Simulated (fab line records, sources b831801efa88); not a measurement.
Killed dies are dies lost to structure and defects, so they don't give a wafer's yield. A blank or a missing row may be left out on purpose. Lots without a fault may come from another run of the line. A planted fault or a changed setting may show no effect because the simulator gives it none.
A struck lot beside a sound one | flow sky130 | 28 steps out of a route of 708
Sound: wafers L784.2, L784.3, L784.4. Struck: wafers L789.2, L789.4, L789.5. The cause comes at the end.
At each step with rows: each side's tool, then ch and its chambers, then its first start. Under that, the readings that differ: sound wafers | struck wafers | difference of the means | sigmas: that difference in standard deviations of wafers without a fault.
alike: readings whose means differ by less than 2 such deviations, and words and numbers that are the same on both sides. not compared: withheld readings, readings that some wafer has no value for, bounds like >300 that may hide the same value, and numbers for which the record gives no deviation and whose values overlap.
The two part at a step that has a row with sigmas, a row that says differs or no value, or rows on one side only. Numbers that don't overlap but have no deviation are shown without sigmas and don't part them. A reading that every wafer of one side lacks parts them only if that side has two wafers or more.

first, 1 step without rows for these wafers: SKY_DNWELL_IMPLANT_07.
SKY_DNWELL_STRIP_08: strips in O2/N2.
  sound on plasma_asher-03 ch 0,1, day 4 02:05; struck on plasma_asher-03 ch 0,1, day 4 22:10
  reading                      | sound             | struck            | difference | sigmas
  strip_time_to_endpoint_s (s) | 36.77 36.76 36.80 | 37.03 37.10 36.99 | +0.26      | +2
  alike: chamber_pressure_mTorr, drypump_motor_current_A, n2_flow_sccm, oes_product_au
  not compared: rf_hours_counter_h
SKY_DNWELL_TW_MEAS_09:
  sound on film_metro-03, day 4 02:12; struck on film_metro-03, day 4 22:17
  alike: DNWELL_TW
then, 7 steps without rows for these wafers: SKY_PWDE_DEHYDRATE_00 (time 60 s); SKY_PWDE_HMDS_01 (prime time 60 s); SKY_PWDE_COAT_02 (resist thk 3000 nm); SKY_PWDE_SOFTBAKE_03; SKY_PWDE_EXPOSE_04 (exposes mask PWDEM, target cd 840 nm); SKY_PWDE_PEB_05; SKY_PWDE_DEVELOP_06 (develop time 60 s).
SKY_PWDE_OVL_MEAS_07:
  sound on overlay-02, day 4 18:01; struck on overlay-01, day 5 15:47
  alike: PWDE_OVL
then, 1 step without rows for these wafers: SKY_PWDE_IMPLANT_08.
SKY_PWDE_STRIP_09: strips in O2/N2.
  sound on plasma_asher-02 ch 0,1, day 4 18:12; struck on plasma_asher-01 ch 0,1, day 5 15:58
  no value came back on the struck wafers for any of 5 readings (chamber_pressure_mTorr (mTorr), drypump_motor_current_A (A) and others); on the sound wafers chamber_pressure_mTorr (mTorr) reads 1499.3 1500.1 1502.4
  reading                                | sound | struck         | difference | sigmas
  model.coat_of_PWDE_COAT_02.thk_nm (nm) | 0 0 0 | 2990 2989 2985 | +2988      |
  not compared: rf_hours_counter_h
SKY_PWDE_TW_MEAS_10:
  sound on film_metro-03, day 4 18:19; struck on film_metro-01, day 5 16:04
  reading | sound             | struck            | difference | sigmas
  PWDE_TW | 370.3 370.3 372.3 | 377.6 375.5 376.1 | +5.4       | +2
then, 7 steps without rows for these wafers: SKY_NWELL_DEHYDRATE_03 (time 60 s); SKY_NWELL_HMDS_04 (prime time 60 s); SKY_NWELL_COAT_05 (resist thk 3000 nm); SKY_NWELL_SOFTBAKE_06; SKY_NWELL_EXPOSE_07 (exposes mask NWM, target cd 840 nm); SKY_NWELL_PEB_08; SKY_NWELL_DEVELOP_09 (develop time 60 s).
SKY_NWELL_OVL_MEAS_10:
  sound on overlay-01, day 5 11:25; struck on overlay-01, day 6 10:43
  alike: NWELL_00_OVL
then, 3 steps without rows for these wafers: SKY_NWELL_IMPLANT_11; SKY_NWELL_IMPLANT_12; SKY_NWELL_IMPLANT_13.
SKY_NWELL_STRIP_14: strips in O2/N2.
  sound on plasma_asher-04 ch 0,1, day 5 11:53; struck on plasma_asher-01 ch 0,1, day 6 11:11
  reading                      | sound             | struck            | difference | sigmas
  oes_product_au (a.u.)        | 0.726 0.728 0.727 | 0.741 0.731 0.735 | +0.009     | +2
  strip_time_to_endpoint_s (s) | 36.62 36.76 36.63 | 81.02 80.92 80.89 | +44.27     | +99 or more
  alike: chamber_pressure_mTorr, drypump_motor_current_A, n2_flow_sccm
  not compared: rf_hours_counter_h
SKY_NWELL_TW_MEAS_15:
  sound on film_metro-01, day 5 12:00; struck on film_metro-01, day 6 11:32
  reading  | sound          | struck   | difference | sigmas
  NWELL_TW | 1831 1839 1839 | 30 30 30 | -1806      | -99 or more
  not compared: hold
then, 1 step without rows for these wafers: SKY_PAD_OPEN_PROBE_99.

WHERE THEY PART
First at SKY_DNWELL_STRIP_08; last, within this record, at SKY_NWELL_TW_MEAS_15.

WHY: what the simulator had put in
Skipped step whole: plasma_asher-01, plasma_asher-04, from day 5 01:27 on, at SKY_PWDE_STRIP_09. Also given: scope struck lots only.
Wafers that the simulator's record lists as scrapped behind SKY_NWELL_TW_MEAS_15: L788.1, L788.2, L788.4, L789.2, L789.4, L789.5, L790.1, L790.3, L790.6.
